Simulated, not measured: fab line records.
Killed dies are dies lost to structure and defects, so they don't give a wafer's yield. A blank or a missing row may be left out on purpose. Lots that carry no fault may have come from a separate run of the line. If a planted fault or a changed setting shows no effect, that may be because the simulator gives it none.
fab line records :: flow gf180mcu :: part 2 of 2: steps 33 to 41 of 41
record
  lots=5
  wafers=15
  last_day=32
route steps=602 shown M1@321 V1@335
lots with no fault: from the same line, run without faults
start_h: the number of hours between the record's first day and the start of the first shown wafer of the lot :: wait_h: how many hours have passed since the lot's step before this one :: " identical to the entry in the row above :: L1.1+2: one row covering several wafers at once :: - no value present, or no start provided :: * or withheld: withheld :: < > ~ a bound
route shown NAME@n: names a module that has steps shown in the file, with the first one's number in the route :: usual: mean/standard deviation of fault-free wafers :: same: alike in all rows :: chamber/n: place in a boat :: sites: readings site by site :: _std_site: standard deviation across them :: _edge_site: mean of outer sites minus mean of inner sites :: radius_mm: for every site, how far away it sits from the centre of the wafer :: mask NAME#n: copy n :: behind: the most recent tool/chamber to have shaped the wafer :: hold: why the lot was held/for how many hours/how that ended :: device: transistor that didn't switch, given as n, p or np :: end of line: tests of these same wafers at the route's end :: step lacking rows: just its recipe :: killed: the dies lost at the first sort to structure and to defects; this is not the yield of the wafer :: map: the dies of a wafer, with x for killed, . for not killed, _ for no die there
set.NAME: the run value of the setting; set.NAME@STEP: its run value at that earlier step :: model.NAME: the simulator's own value behind a step, which no gauge read
lots at selected steps of the route; one table per step, one row per wafer
services: when a tool's chamber went out of use (start_h, in hours from the record's first day, below 0 if earlier), for how many hours, and the reason
## steps
# step GF_V1_STRIP_18
# recipe
  chemistry=O2/N2
  power_w=1400
  pressure_mtorr=1500
  platen_temp_c=250
  o2_flow_sccm=3000
  n2_flow_sccm=300
  overash_fraction=0.5
# usual
  drypump_motor_current_A=5.9/0.39
  heater_power_w=359/50
  oes_product_au=0.593/0.0055
lot.wafer: L077.2
tool: plasma_asher-04
chamber: 1
start_h: 440.59
wait_h: -
drypump_motor_current_A: 6.7
heater_power_w: 435
oes_product_au: 0.602
rf_hours_counter_h: 64

lot.wafer: L077.5
tool: plasma_asher-04
chamber: 0
start_h: 440.59
wait_h: -
drypump_motor_current_A: 6.1
heater_power_w: 317
oes_product_au: 0.600
rf_hours_counter_h: -

lot.wafer: L077.6
tool: plasma_asher-04
chamber: 1
start_h: 440.59
wait_h: -
drypump_motor_current_A: 6.6
heater_power_w: 432
oes_product_au: 0.597
rf_hours_counter_h: -

lot.wafer: L080.2
tool: plasma_asher-01
chamber: 1
start_h: 464.24
wait_h: -
drypump_motor_current_A: 5.9
heater_power_w: 381
oes_product_au: 0.587
rf_hours_counter_h: 2

lot.wafer: L080.3
tool: plasma_asher-01
chamber: 0
start_h: 464.24
wait_h: -
drypump_motor_current_A: 5.6
heater_power_w: 368
oes_product_au: 0.593
rf_hours_counter_h: -

lot.wafer: L080.6
tool: plasma_asher-01
chamber: 1
start_h: 464.24
wait_h: -
drypump_motor_current_A: 5.9
heater_power_w: 395
oes_product_au: 0.586
rf_hours_counter_h: -

lot.wafer: L083.2
tool: plasma_asher-02
chamber: 1
start_h: 493.79
wait_h: -
drypump_motor_current_A: 5.5
heater_power_w: 400
oes_product_au: 0.592
rf_hours_counter_h: 40

lot.wafer: L083.3
tool: plasma_asher-02
chamber: 1
start_h: 493.79
wait_h: -
drypump_motor_current_A: 5.5
heater_power_w: 393
oes_product_au: 0.603
rf_hours_counter_h: -

lot.wafer: L083.6
tool: plasma_asher-02
chamber: 0
start_h: 493.79
wait_h: -
drypump_motor_current_A: 6.4
heater_power_w: 285
oes_product_au: 0.596
rf_hours_counter_h: -

lot.wafer: L085.4
tool: plasma_asher-04
chamber: 0
start_h: 509.22
wait_h: -
drypump_motor_current_A: 6.1
heater_power_w: 302
oes_product_au: 0.582
rf_hours_counter_h: -

lot.wafer: L085.5
tool: plasma_asher-04
chamber: 0
start_h: 509.22
wait_h: -
drypump_motor_current_A: 6.1
heater_power_w: 312
oes_product_au: 0.597
rf_hours_counter_h: -

lot.wafer: L085.6
tool: plasma_asher-04
chamber: 1
start_h: 509.22
wait_h: -
drypump_motor_current_A: 6.7
heater_power_w: 431
oes_product_au: 0.581
rf_hours_counter_h: -

lot.wafer: L087.3
tool: plasma_asher-01
chamber: 0
start_h: 528.47
wait_h: -
drypump_motor_current_A: 5.6
heater_power_w: 359
oes_product_au: 0.593
rf_hours_counter_h: -

lot.wafer: L087.4
tool: plasma_asher-01
chamber: 1
start_h: 528.47
wait_h: -
drypump_motor_current_A: 5.9
heater_power_w: 375
oes_product_au: 0.596
rf_hours_counter_h: -

lot.wafer: L087.5
tool: plasma_asher-01
chamber: 0
start_h: 528.47
wait_h: -
drypump_motor_current_A: 5.6
heater_power_w: 358
oes_product_au: 0.589
rf_hours_counter_h: -
# step GF_V1_STRIP_19
# recipe
  chemistry=post_etch_residue_remover
  time_s=1200
  temp_c=72.5
# usual
  bath_guard_temp_C=72.8/0.47
  bath_heat_duty_pct=14.6/1.7
lot.wafer: L077.2
tool: wet_bench-02
chamber: 3
start_h: 440.69
wait_h: 0.1
bath_guard_temp_C: 71.8
bath_heat_duty_pct: 14.9

lot.wafer: L077.5
tool: wet_bench-02
chamber: 3
start_h: 440.69
wait_h: 0.1
bath_guard_temp_C: 72.5
bath_heat_duty_pct: 15.5

lot.wafer: L077.6
tool: wet_bench-02
chamber: 3
start_h: 440.69
wait_h: 0.1
bath_guard_temp_C: 71.7
bath_heat_duty_pct: 16.1

lot.wafer: L080.2
tool: wet_bench-01
chamber: 0
start_h: 464.34
wait_h: 0.1
bath_guard_temp_C: 71.8
bath_heat_duty_pct: 13.7

lot.wafer: L080.3
tool: wet_bench-01
chamber: 0
start_h: 464.34
wait_h: 0.1
bath_guard_temp_C: 71.9
bath_heat_duty_pct: 12.4

lot.wafer: L080.6
tool: wet_bench-01
chamber: 0
start_h: 464.34
wait_h: 0.1
bath_guard_temp_C: 72.3
bath_heat_duty_pct: 13.7

lot.wafer: L083.2
tool: wet_bench-01
chamber: 2
start_h: 493.89
wait_h: 0.1
bath_guard_temp_C: 73.1
bath_heat_duty_pct: 14.3

lot.wafer: L083.3
tool: wet_bench-01
chamber: 2
start_h: 493.89
wait_h: 0.1
bath_guard_temp_C: 73.1
bath_heat_duty_pct: 16.0

lot.wafer: L083.6
tool: wet_bench-01
chamber: 2
start_h: 493.89
wait_h: 0.1
bath_guard_temp_C: 73.2
bath_heat_duty_pct: 14.8

lot.wafer: L085.4
tool: wet_bench-02
chamber: 1
start_h: 509.29
wait_h: 0.0
bath_guard_temp_C: 73.2
bath_heat_duty_pct: 14.4

lot.wafer: L085.5
tool: wet_bench-02
chamber: 1
start_h: 509.29
wait_h: 0.0
bath_guard_temp_C: 72.7
bath_heat_duty_pct: 14.2

lot.wafer: L085.6
tool: wet_bench-02
chamber: 1
start_h: 509.29
wait_h: 0.0
bath_guard_temp_C: 73.3
bath_heat_duty_pct: 14.4

lot.wafer: L087.3
tool: wet_bench-01
chamber: 2
start_h: 528.54
wait_h: 0.0
bath_guard_temp_C: 73.4
bath_heat_duty_pct: 14.2

lot.wafer: L087.4
tool: wet_bench-01
chamber: 2
start_h: 528.54
wait_h: 0.0
bath_guard_temp_C: 72.9
bath_heat_duty_pct: 14.9

lot.wafer: L087.5
tool: wet_bench-01
chamber: 2
start_h: 528.54
wait_h: 0.0
bath_guard_temp_C: 72.7
bath_heat_duty_pct: 16.6
# step GF_V1_CLEAN_20
# recipe
  chemistry=DIW
  dry=n2_spin
lot.wafer: L077.2+5+6
tool: wet_bench-01
chamber: 1
start_h: 441.03
wait_h: 0.0

lot.wafer: L080.2+3+6
tool: wet_bench-04
chamber: 3
start_h: 464.71
wait_h: 0.0

lot.wafer: L083.2+3+6
tool: wet_bench-02
chamber: 0
start_h: 494.28
wait_h: 0.0

lot.wafer: L085.4+5+6
tool: wet_bench-01
chamber: 3
start_h: 509.63
wait_h: 0.0

lot.wafer: L087.3+4+5
tool: wet_bench-02
chamber: 2
start_h: 528.88
wait_h: 0.0
# step GF_V1_SPUTTER_21
# recipe
  material=Ti
  target_thk_nm=15
  chamber_pressure_pa=5
  power_w=2500
  substrate_temp_c=200
  time_s=80.02
# usual
  throttle_valve_pct=30.2/0.66
lot.wafer: L077.2
tool: pvd_sputter-02
chamber: -
start_h: 441.12
wait_h: 0.0
throttle_valve_pct: 30.7

lot.wafer: L077.5
tool: pvd_sputter-02
chamber: -
start_h: 441.12
wait_h: 0.0
throttle_valve_pct: 29.6

lot.wafer: L077.6
tool: pvd_sputter-02
chamber: -
start_h: 441.12
wait_h: 0.0
throttle_valve_pct: 30.1

lot.wafer: L080.2
tool: pvd_sputter-03
chamber: -
start_h: 464.80
wait_h: 0.0
throttle_valve_pct: 29.9

lot.wafer: L080.3
tool: pvd_sputter-03
chamber: -
start_h: 464.80
wait_h: 0.0
throttle_valve_pct: 30.7

lot.wafer: L080.6
tool: pvd_sputter-03
chamber: -
start_h: 464.80
wait_h: 0.0
throttle_valve_pct: 29.7

lot.wafer: L083.2
tool: pvd_sputter-01
chamber: -
start_h: 494.37
wait_h: 0.0
throttle_valve_pct: 30.3

lot.wafer: L083.3
tool: pvd_sputter-01
chamber: -
start_h: 494.37
wait_h: 0.0
throttle_valve_pct: 29.0

lot.wafer: L083.6
tool: pvd_sputter-01
chamber: -
start_h: 494.37
wait_h: 0.0
throttle_valve_pct: 31.3

lot.wafer: L085.4
tool: pvd_sputter-01
chamber: -
start_h: 509.73
wait_h: 0.0
throttle_valve_pct: 29.0

lot.wafer: L085.5
tool: pvd_sputter-01
chamber: -
start_h: 509.73
wait_h: 0.0
throttle_valve_pct: 31.4

lot.wafer: L085.6
tool: pvd_sputter-01
chamber: -
start_h: 509.73
wait_h: 0.0
throttle_valve_pct: 28.9

lot.wafer: L087.3
tool: pvd_sputter-03
chamber: -
start_h: 528.97
wait_h: 0.0
throttle_valve_pct: 30.4

lot.wafer: L087.4
tool: pvd_sputter-03
chamber: -
start_h: 528.97
wait_h: 0.0
throttle_valve_pct: 30.0

lot.wafer: L087.5
tool: pvd_sputter-03
chamber: -
start_h: 528.97
wait_h: 0.0
throttle_valve_pct: 30.0
# step GF_V1_SPUTTER_22
# recipe
  material=TiN
  target_thk_nm=10
  chamber_pressure_pa=5
  power_w=4000
  time_s=40
# usual
  throttle_valve_pct=30.2/0.67
lot.wafer: L077.2
tool: pvd_sputter-02
chamber: -
start_h: 441.18
wait_h: 0.0
throttle_valve_pct: 30.7

lot.wafer: L077.5
tool: pvd_sputter-02
chamber: -
start_h: 441.18
wait_h: 0.0
throttle_valve_pct: 29.7

lot.wafer: L077.6
tool: pvd_sputter-02
chamber: -
start_h: 441.18
wait_h: 0.0
throttle_valve_pct: 30.5

lot.wafer: L080.2
tool: pvd_sputter-03
chamber: -
start_h: 464.86
wait_h: 0.0
throttle_valve_pct: 29.8

lot.wafer: L080.3
tool: pvd_sputter-03
chamber: -
start_h: 464.86
wait_h: 0.0
throttle_valve_pct: 30.4

lot.wafer: L080.6
tool: pvd_sputter-03
chamber: -
start_h: 464.86
wait_h: 0.0
throttle_valve_pct: 29.9

lot.wafer: L083.2
tool: pvd_sputter-01
chamber: -
start_h: 494.43
wait_h: 0.0
throttle_valve_pct: 30.5

lot.wafer: L083.3
tool: pvd_sputter-01
chamber: -
start_h: 494.43
wait_h: 0.0
throttle_valve_pct: 28.9

lot.wafer: L083.6
tool: pvd_sputter-01
chamber: -
start_h: 494.43
wait_h: 0.0
throttle_valve_pct: 31.7

lot.wafer: L085.4
tool: pvd_sputter-01
chamber: -
start_h: 509.79
wait_h: 0.0
throttle_valve_pct: 29.0

lot.wafer: L085.5
tool: pvd_sputter-01
chamber: -
start_h: 509.79
wait_h: 0.0
throttle_valve_pct: 31.4

lot.wafer: L085.6
tool: pvd_sputter-01
chamber: -
start_h: 509.79
wait_h: 0.0
throttle_valve_pct: 29.2

lot.wafer: L087.3
tool: pvd_sputter-03
chamber: -
start_h: 529.03
wait_h: 0.0
throttle_valve_pct: 30.2

lot.wafer: L087.4
tool: pvd_sputter-03
chamber: -
start_h: 529.03
wait_h: 0.0
throttle_valve_pct: 30.2

lot.wafer: L087.5
tool: pvd_sputter-03
chamber: -
start_h: 529.03
wait_h: 0.0
throttle_valve_pct: 29.9
# step GF_V1_CVD_23
# recipe
  material=W
  target_thk_nm=350
  time_s=105.05
  temp_c=400
  pressure_torr=40
# usual
  heater_power_w=932/120
lot.wafer: L077.2
tool: cvd_w-02
chamber: 0
start_h: 441.22
wait_h: 0.0
heater_power_w: 819
since_wet_clean_h: 536

lot.wafer: L077.5
tool: cvd_w-02
chamber: 1
start_h: 441.22
wait_h: 0.0
heater_power_w: 1025
since_wet_clean_h: -

lot.wafer: L077.6
tool: cvd_w-02
chamber: 0
start_h: 441.22
wait_h: 0.0
heater_power_w: 837
since_wet_clean_h: -

lot.wafer: L080.2
tool: cvd_w-02
chamber: 0
start_h: 464.90
wait_h: 0.0
heater_power_w: 839
since_wet_clean_h: 560

lot.wafer: L080.3
tool: cvd_w-02
chamber: 1
start_h: 464.90
wait_h: 0.0
heater_power_w: 1022
since_wet_clean_h: -

lot.wafer: L080.6
tool: cvd_w-02
chamber: 0
start_h: 464.90
wait_h: 0.0
heater_power_w: 843
since_wet_clean_h: -

lot.wafer: L083.2
tool: cvd_w-02
chamber: 1
start_h: 494.47
wait_h: 0.0
heater_power_w: 1019
since_wet_clean_h: 589

lot.wafer: L083.3
tool: cvd_w-02
chamber: 1
start_h: 494.47
wait_h: 0.0
heater_power_w: 1024
since_wet_clean_h: -

lot.wafer: L083.6
tool: cvd_w-02
chamber: 0
start_h: 494.47
wait_h: 0.0
heater_power_w: 840
since_wet_clean_h: -

lot.wafer: L085.4
tool: cvd_w-02
chamber: 0
start_h: 509.87
wait_h: 0.1
heater_power_w: 816
since_wet_clean_h: -

lot.wafer: L085.5
tool: cvd_w-02
chamber: 1
start_h: 509.87
wait_h: 0.1
heater_power_w: 1017
since_wet_clean_h: -

lot.wafer: L085.6
tool: cvd_w-02
chamber: 0
start_h: 509.87
wait_h: 0.1
heater_power_w: 828
since_wet_clean_h: -

lot.wafer: L087.3
tool: cvd_w-01
chamber: 1
start_h: 529.11
wait_h: 0.1
heater_power_w: 1057
since_wet_clean_h: -

lot.wafer: L087.4
tool: cvd_w-01
chamber: 0
start_h: 529.11
wait_h: 0.1
heater_power_w: 814
since_wet_clean_h: -

lot.wafer: L087.5
tool: cvd_w-01
chamber: 0
start_h: 529.11
wait_h: 0.1
heater_power_w: 815
since_wet_clean_h: -
# step GF_V1_RS_MEAS_24
# recipe
  thk_meas_gauge=four-point-probe
  reads=W_of_V1_CVD_23+TiN_of_V1_SPUTTER_22+Ti_of_V1_SPUTTER_21
# usual
  V1_W_RS=0.327/0.0045
lot.wafer: L077.2
tool: film_metro-02
chamber: -
start_h: 441.36
wait_h: 0.1
V1_W_RS[ohm/sq]: 0.326

lot.wafer: L077.5
tool: film_metro-02
chamber: -
start_h: 441.36
wait_h: 0.1
V1_W_RS[ohm/sq]: 0.323

lot.wafer: L077.6
tool: film_metro-02
chamber: -
start_h: 441.36
wait_h: 0.1
V1_W_RS[ohm/sq]: 0.324

lot.wafer: L080.2
tool: film_metro-02
chamber: -
start_h: 465.03
wait_h: 0.1
V1_W_RS[ohm/sq]: 0.329

lot.wafer: L080.3
tool: film_metro-02
chamber: -
start_h: 465.03
wait_h: 0.1
V1_W_RS[ohm/sq]: 0.325

lot.wafer: L080.6
tool: film_metro-02
chamber: -
start_h: 465.03
wait_h: 0.1
V1_W_RS[ohm/sq]: 0.326

lot.wafer: L083.2
tool: film_metro-02
chamber: -
start_h: 494.60
wait_h: 0.1
V1_W_RS[ohm/sq]: 0.329

lot.wafer: L083.3
tool: film_metro-02
chamber: -
start_h: 494.60
wait_h: 0.1
V1_W_RS[ohm/sq]: 0.321

lot.wafer: L083.6
tool: film_metro-02
chamber: -
start_h: 494.60
wait_h: 0.1
V1_W_RS[ohm/sq]: 0.326

lot.wafer: L085.4
tool: film_metro-03
chamber: -
start_h: 510.00
wait_h: 0.1
V1_W_RS[ohm/sq]: 0.328

lot.wafer: L085.5
tool: film_metro-03
chamber: -
start_h: 510.00
wait_h: 0.1
V1_W_RS[ohm/sq]: 0.318

lot.wafer: L085.6
tool: film_metro-03
chamber: -
start_h: 510.00
wait_h: 0.1
V1_W_RS[ohm/sq]: 0.328

lot.wafer: L087.3
tool: film_metro-01
chamber: -
start_h: 529.22
wait_h: 0.1
V1_W_RS[ohm/sq]: 0.328

lot.wafer: L087.4
tool: film_metro-01
chamber: -
start_h: 529.22
wait_h: 0.1
V1_W_RS[ohm/sq]: 0.332

lot.wafer: L087.5
tool: film_metro-01
chamber: -
start_h: 529.22
wait_h: 0.1
V1_W_RS[ohm/sq]: 0.333
# step GF_V1_THK_MEAS_25
# recipe
  thk_meas_gauge=xrf
  reads=W_of_V1_CVD_23
# usual
  V1_W_THK=359/5.6
lot.wafer: L077.2
tool: film_metro-02
chamber: -
start_h: 441.47
wait_h: 0.1
V1_W_THK[nm]: 363

lot.wafer: L077.5
tool: film_metro-02
chamber: -
start_h: 441.47
wait_h: 0.1
V1_W_THK[nm]: 365

lot.wafer: L077.6
tool: film_metro-02
chamber: -
start_h: 441.47
wait_h: 0.1
V1_W_THK[nm]: 364

lot.wafer: L080.2
tool: film_metro-02
chamber: -
start_h: 465.14
wait_h: 0.1
V1_W_THK[nm]: 361

lot.wafer: L080.3
tool: film_metro-02
chamber: -
start_h: 465.14
wait_h: 0.1
V1_W_THK[nm]: 365

lot.wafer: L080.6
tool: film_metro-02
chamber: -
start_h: 465.14
wait_h: 0.1
V1_W_THK[nm]: 364

lot.wafer: L083.2
tool: film_metro-02
chamber: -
start_h: 494.71
wait_h: 0.1
V1_W_THK[nm]: 365

lot.wafer: L083.3
tool: film_metro-02
chamber: -
start_h: 494.71
wait_h: 0.1
V1_W_THK[nm]: 371

lot.wafer: L083.6
tool: film_metro-02
chamber: -
start_h: 494.71
wait_h: 0.1
V1_W_THK[nm]: 366

lot.wafer: L085.4
tool: film_metro-03
chamber: -
start_h: 510.09
wait_h: 0.1
V1_W_THK[nm]: 357

lot.wafer: L085.5
tool: film_metro-03
chamber: -
start_h: 510.09
wait_h: 0.1
V1_W_THK[nm]: 369

lot.wafer: L085.6
tool: film_metro-03
chamber: -
start_h: 510.09
wait_h: 0.1
V1_W_THK[nm]: 359

lot.wafer: L087.3
tool: film_metro-01
chamber: -
start_h: 529.32
wait_h: 0.1
V1_W_THK[nm]: 355

lot.wafer: L087.4
tool: film_metro-01
chamber: -
start_h: 529.32
wait_h: 0.1
V1_W_THK[nm]: 351

lot.wafer: L087.5
tool: film_metro-01
chamber: -
start_h: 529.32
wait_h: 0.1
V1_W_THK[nm]: 348
# step GF_V1_CMP_26
# recipe
  stop_on=SiO2
  down_force_psi=3.5
  platen_rpm=60
  t_overpolish_s=15
  target_thk_nm=0
  pad_velocity_m_s=0.94248
# usual
  edge_zone_pressure_frac=1.001/0.0052
  motor_current_A=11.5/1.2
  overpolish_run_s=15.001/0.0094
  slurry_filter_dp_kPa=13.51/0.13
  time_to_endpoint_s=85/4.2
lot.wafer: L077.2
tool: cmp-01
chamber: 3
start_h: 441.57
wait_h: 0.1
edge_zone_pressure_frac: 0.997
motor_current_A: 12.9
overpolish_run_s: 15.015
slurry_filter_dp_kPa: 13.57
time_to_endpoint_s: 82

lot.wafer: L077.6
tool: cmp-01
chamber: 2
start_h: 441.57
wait_h: 0.1
edge_zone_pressure_frac: 1.004
motor_current_A: 11.2
overpolish_run_s: 15.001
slurry_filter_dp_kPa: 13.29
time_to_endpoint_s: 81

lot.wafer: L077.5
tool: cmp-01
chamber: 3
start_h: 441.57
wait_h: 0.1
edge_zone_pressure_frac: 1.005
motor_current_A: 13.3
overpolish_run_s: 15.007
slurry_filter_dp_kPa: 13.51
time_to_endpoint_s: 82

lot.wafer: L080.2
tool: cmp-01
chamber: 3
start_h: 465.29
wait_h: 0.1
edge_zone_pressure_frac: 1.006
motor_current_A: 13.3
overpolish_run_s: 15.019
slurry_filter_dp_kPa: 13.35
time_to_endpoint_s: 83

lot.wafer: L080.3
tool: cmp-01
chamber: 0
start_h: 465.29
wait_h: 0.1
edge_zone_pressure_frac: 0.993
motor_current_A: 9.7
overpolish_run_s: 15.000
slurry_filter_dp_kPa: 13.41
time_to_endpoint_s: 89

lot.wafer: L080.6
tool: cmp-01
chamber: 1
start_h: 465.29
wait_h: 0.1
edge_zone_pressure_frac: 1.000
motor_current_A: 11.3
overpolish_run_s: 14.979
slurry_filter_dp_kPa: 13.37
time_to_endpoint_s: 86

lot.wafer: L083.2
tool: cmp-01
chamber: 0
start_h: 494.81
wait_h: 0.1
edge_zone_pressure_frac: 0.994
motor_current_A: 9.8
overpolish_run_s: 15.006
slurry_filter_dp_kPa: 13.49
time_to_endpoint_s: 83

lot.wafer: L083.3
tool: cmp-01
chamber: 1
start_h: 494.81
wait_h: 0.1
edge_zone_pressure_frac: 0.999
motor_current_A: 12.1
overpolish_run_s: 14.989
slurry_filter_dp_kPa: 13.35
time_to_endpoint_s: 86

lot.wafer: L083.6
tool: cmp-01
chamber: 3
start_h: 494.81
wait_h: 0.1
edge_zone_pressure_frac: 1.007
motor_current_A: 13.8
overpolish_run_s: 15.003
slurry_filter_dp_kPa: 13.52
time_to_endpoint_s: 82

lot.wafer: L085.4
tool: cmp-02
chamber: 0
start_h: 510.12
wait_h: 0.0
edge_zone_pressure_frac: 1.010
motor_current_A: 11.9
overpolish_run_s: 15.007
slurry_filter_dp_kPa: 13.31
time_to_endpoint_s: 83

lot.wafer: L085.5
tool: cmp-02
chamber: 0
start_h: 510.12
wait_h: 0.0
edge_zone_pressure_frac: 1.007
motor_current_A: 11.8
overpolish_run_s: 15.014
slurry_filter_dp_kPa: 13.60
time_to_endpoint_s: 86

lot.wafer: L085.6
tool: cmp-02
chamber: 1
start_h: 510.12
wait_h: 0.0
edge_zone_pressure_frac: 1.003
motor_current_A: 11.0
overpolish_run_s: 15.004
slurry_filter_dp_kPa: 13.52
time_to_endpoint_s: 92

lot.wafer: L087.4
tool: cmp-02
chamber: 1
start_h: 529.41
wait_h: 0.1
edge_zone_pressure_frac: 1.005
motor_current_A: 11.0
overpolish_run_s: 14.989
slurry_filter_dp_kPa: 13.49
time_to_endpoint_s: 90

lot.wafer: L087.3
tool: cmp-02
chamber: 2
start_h: 529.41
wait_h: 0.1
edge_zone_pressure_frac: 1.001
motor_current_A: 11.1
overpolish_run_s: 14.996
slurry_filter_dp_kPa: 13.52
time_to_endpoint_s: 84

lot.wafer: L087.5
tool: cmp-02
chamber: 1
start_h: 529.41
wait_h: 0.1
edge_zone_pressure_frac: 1.001
motor_current_A: 11.4
overpolish_run_s: 15.000
slurry_filter_dp_kPa: 13.44
time_to_endpoint_s: 92
## services
tool: krf_scanner-02
chamber: -
start_h: 383.33
hours: 4.4
kind: pm

tool: krf_scanner-01
chamber: -
start_h: 387.70
hours: 1.3
kind: pm

tool: pvd_sputter-03
chamber: -
start_h: 387.76
hours: 21.1
kind: repair

tool: krf_scanner-02
chamber: -
start_h: 397.22
hours: 0.6
kind: repair

tool: cmp-02
chamber: -
start_h: 404.05
hours: 4.0
kind: pm

tool: krf_scanner-01
chamber: -
start_h: 409.88
hours: 3.6
kind: pm

tool: pvd_sputter-01
chamber: -
start_h: 417.52
hours: 0.7
kind: repair

tool: pvd_sputter-03
chamber: -
start_h: 420.41
hours: 3.6
kind: repair

tool: plasma_asher-01
chamber: -
start_h: 421.25
hours: 9.0
kind: pm

tool: cvd_w-02
chamber: 0
start_h: 427.13
hours: 6.8
kind: repair

tool: plasma_asher-01
chamber: -
start_h: 431.96
hours: 9.9
kind: repair

tool: rie_diel-03
chamber: -
start_h: 438.99
hours: 0.2
kind: repair

tool: krf_scanner-02
chamber: -
start_h: 456.21
hours: 1.0
kind: pm

tool: cvd_w-02
chamber: 1
start_h: 456.25
hours: 1.5
kind: repair

tool: plasma_asher-01
chamber: -
start_h: 468.45
hours: 2.2
kind: repair

tool: wet_bench-04
chamber: -
start_h: 474.25
hours: 69.3
kind: repair

tool: rie_diel-03
chamber: 3
start_h: 489.13
hours: 6.1
kind: repair

tool: pvd_sputter-03
chamber: -
start_h: 489.57
hours: 30.4
kind: repair

tool: krf_scanner-01
chamber: -
start_h: 490.14
hours: 0.8
kind: pm

tool: krf_scanner-01
chamber: -
start_h: 500.28
hours: 0.9
kind: repair

tool: cmp-01
chamber: -
start_h: 503.18
hours: 7.0
kind: pm

tool: krf_scanner-01
chamber: -
start_h: 506.81
hours: 0.3
kind: repair

tool: krf_scanner-01
chamber: -
start_h: 508.54
hours: 1.0
kind: pm

tool: cmp-02
chamber: -
start_h: 510.42
hours: 7.3
kind: pm
